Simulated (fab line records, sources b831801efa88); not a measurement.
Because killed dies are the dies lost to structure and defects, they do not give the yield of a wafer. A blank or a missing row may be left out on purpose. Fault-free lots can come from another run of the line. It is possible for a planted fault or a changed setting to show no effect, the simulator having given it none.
Matching of chambers + flow gf180mcu + GF_V4_CMP_26 on cmp-01 has 4 sister chambers
The step polishes, stops on SiO2, t overpolish 15 s, target thk 0 nm. 27 wafers are shown with their chamber, then 12 later ones without.

== WAFERS, EACH WITH ITS CHAMBER ==
| wafer  | chamber | time_to_endpoint_s (s) | motor_current_A (A) | overpolish_run_s (s) |
|--------|---------|------------------------|---------------------|----------------------|
| L074.1 | 3       | 84                     | 10.2                | 14.994               |
| L074.4 | 2       | 91                     | 11.1                | 14.992               |
| L074.6 | 1       | 92                     | 11.4                | 14.996               |
| L075.1 | 0       | 78                     | 11.4                | 14.991               |
| L075.2 | 2       | 86                     | 11.4                | 15.003               |
| L075.4 | 3       | 82                     | 10.3                | 14.992               |
| L076.1 | 1       | 93                     | 11.7                | 14.983               |
| L076.2 | 3       | 87                     | 9.9                 | 15.007               |
| L076.4 | 2       | 90                     | 11.4                | 14.994               |
| L077.4 | 3       | 84                     | 10.3                | 14.997               |
| L077.5 | 1       | 91                     | 11.4                | 15.007               |
| L077.6 | 2       | 82                     | 11.4                | 15.015               |
| L078.1 | 0       | 80                     | 10.9                | 14.990               |
| L078.4 | 1       | 92                     | 10.9                | 14.983               |
| L078.5 | 2       | 90                     | 10.8                | 14.997               |
| L080.1 | 3       | 84                     | 10.2                | 14.996               |
| L080.4 | 2       | 90                     | 11.4                | 15.004               |
| L080.5 | 2       | 85                     | 11.5                | 15.017               |
| L083.1 | 0       | 80                     | 11.0                | 15.009               |
| L083.2 | 2       | 87                     | 11.4                | 14.998               |
| L083.3 | 1       | 94                     | 11.5                | 14.975               |
| L085.1 | 2       | 90                     | 12.0                | 14.995               |
| L085.3 | 3       | 88                     | 10.8                | 14.999               |
| L085.5 | 3       | 86                     | 10.0                | 14.998               |
| L088.1 | 3       | 86                     | 9.6                 | 15.002               |
| L088.4 | 1       | 90                     | 11.6                | 15.003               |
| L088.5 | 2       | 87                     | 11.1                | 14.991               |

SIGNATURES, as means of the wafers listed above
| reading            | chamber 0 | chamber 1 | chamber 2 | chamber 3 | scatter within a chamber |
|--------------------|-----------|-----------|-----------|-----------|--------------------------|
| time_to_endpoint_s | 79.33     | 92.00     | 87.80     | 85.12     | 2.24                     |
| motor_current_A    | 11.100    | 11.417    | 11.350    | 10.162    | 0.314                    |
| overpolish_run_s   | 14.99667  | 14.99117  | 15.00060  | 14.99812  | 0.0092                   |
Rule: a wafer lies at a distance from a chamber equal to the root of the sum of squares, over the readings, of (its reading less the chamber's mean, divided by the reading's scatter). The wafer belongs to the nearest chamber; if the next one is less than 2 further off, it can't be placed. How the scatter is found: for the shown wafers, subtract from each reading the mean of its chamber, square and add these, divide the total by (wafers less chambers), then take the root.

== WAFERS WHOSE CHAMBER IS MISSING ==
| wafer  | time_to_endpoint_s (s) | motor_current_A (A) | overpolish_run_s (s) |
|--------|------------------------|---------------------|----------------------|
| L089.1 | 79                     | 10.8                | 14.999               |
| L089.3 | 89                     | 12.3                | 15.003               |
| L089.5 | 81                     | 9.9                 | 15.002               |
| L093.2 | 77                     | 11.3                | 15.006               |
| L093.3 | 82                     | 9.7                 | 14.991               |
| L093.5 | 87                     | 11.1                | 14.998               |
| L095.4 | 85                     | 9.9                 | 15.007               |
| L095.5 | 89                     | 11.4                | 14.993               |
| L095.6 | 83                     | 9.9                 | 15.019               |
| L097.2 | 87                     | 11.4                | 15.007               |
| L097.3 | 80                     | 11.2                | 14.991               |
| L097.5 | 83                     | 11.2                | 14.979               |

== CHAMBER TAKEN BY EACH ==
| wafer  | from the rows above               | in truth |
|--------|-----------------------------------|----------|
| L089.1 | 0                                 | 0        |
| L089.3 | can't be placed: 2 or 1           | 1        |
| L089.5 | can't be placed: 3 or 0           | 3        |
| L093.2 | 0                                 | 0        |
| L093.3 | 3                                 | 3        |
| L093.5 | can't be placed: 2 or 1           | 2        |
| L095.4 | 3                                 | 3        |
| L095.5 | can't be placed: 2 or 1           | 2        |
| L095.6 | 3                                 | 3        |
| L097.2 | 2                                 | 2        |
| L097.3 | 0                                 | 0        |
| L097.5 | can't be placed: 0 or 2 or 3 or 1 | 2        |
Correctly placed: 7 of 12. Can't be placed from these rows: 5 (the true chamber is among the candidates in 5). Number placed wrongly: 0.
